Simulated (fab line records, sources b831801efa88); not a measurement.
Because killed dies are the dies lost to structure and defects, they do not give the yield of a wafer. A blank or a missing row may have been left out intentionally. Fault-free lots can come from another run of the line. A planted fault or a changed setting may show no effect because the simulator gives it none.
Chamber matching    flow gf180mcu    4 sister chambers for GF_V2_CMP_04 on cmp-02
The step polishes SiO2. 30 wafers are shown with their chamber, then 12 later ones without.

## EACH WAFER AND ITS CHAMBER
wafer   chamber  motor-current-A (A)  time-to-endpoint-s (s)
L077.1  0        12.7                 71
L077.3  2        10.6                 74
L077.4  3        13.2                 81
L078.3  2        10.7                 76
L078.4  0        13.3                 79
L078.5  1        12.1                 82
L079.3  3        13.7                 79
L079.5  3        13.2                 85
L079.6  2        10.0                 84
L082.1  3        13.9                 85
L082.2  2        10.4                 77
L082.6  3        13.6                 86
L082.3  0        13.1                 81
L082.4  1        12.3                 86
L082.5  0        13.2                 92
L083.1  3        14.0                 79
L083.4  0        12.9                 80
L083.6  3        13.7                 82
L083.2  2        9.9                  76
L083.3  1        11.5                 80
L083.5  0        13.3                 81
L084.1  3        13.5                 77
L084.2  2        10.7                 76
L084.6  0        13.3                 79
L086.1  2        10.6                 79
L086.4  0        13.0                 80
L086.6  2        10.2                 82
L087.1  3        13.9                 83
L087.5  3        13.6                 92
L087.6  0        13.0                 86

SIGNATURES (averages over the wafers above)
reading             chamber 0  chamber 1  chamber 2  chamber 3  scatter within a chamber
motor-current-A     13.089     11.967     10.387     13.630     0.283
time-to-endpoint-s  81.00      82.67      78.00      82.90      4.5
Rule: a wafer's distance from a chamber is the root of the sum, over the readings, of the square of ((its reading less the chamber's mean) divided by the reading's scatter). The wafer belongs to the nearest chamber; if the next one is less than 2 further off, it can't be placed. The scatter: the root of (the sum of the squares of (reading less its chamber's mean) over the shown wafers, divided by (wafers less chambers)).

## WAFERS WHOSE CHAMBER IS MISSING
wafer   motor-current-A (A)  time-to-endpoint-s (s)
L092.4  13.7                 84
L092.5  13.0                 86
L092.6  12.9                 88
L092.1  14.3                 80
L092.2  12.0                 85
L092.3  10.5                 78
L093.1  13.1                 71
L093.2  10.4                 76
L093.6  10.1                 79
L096.1  10.3                 80
L096.2  12.1                 86
L096.3  13.1                 79

## EACH ONE'S CHAMBER
wafer   from the rows above           in truth
L092.4  can't be placed: 3 or 0       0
L092.5  can't be placed: 0 or 3       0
L092.6  can't be placed: 0 or 3 or 1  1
L092.1  can't be placed: 3 or 0       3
L092.2  1                             1
L092.3  2                             2
L093.1  can't be placed: 0 or 3       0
L093.2  2                             2
L093.6  2                             2
L096.1  2                             2
L096.2  1                             1
L096.3  can't be placed: 0 or 3       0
Correct placement for 6 of the 12. These rows do not allow placing 6 (true chamber among the candidates in 6). Number placed wrongly: 0.
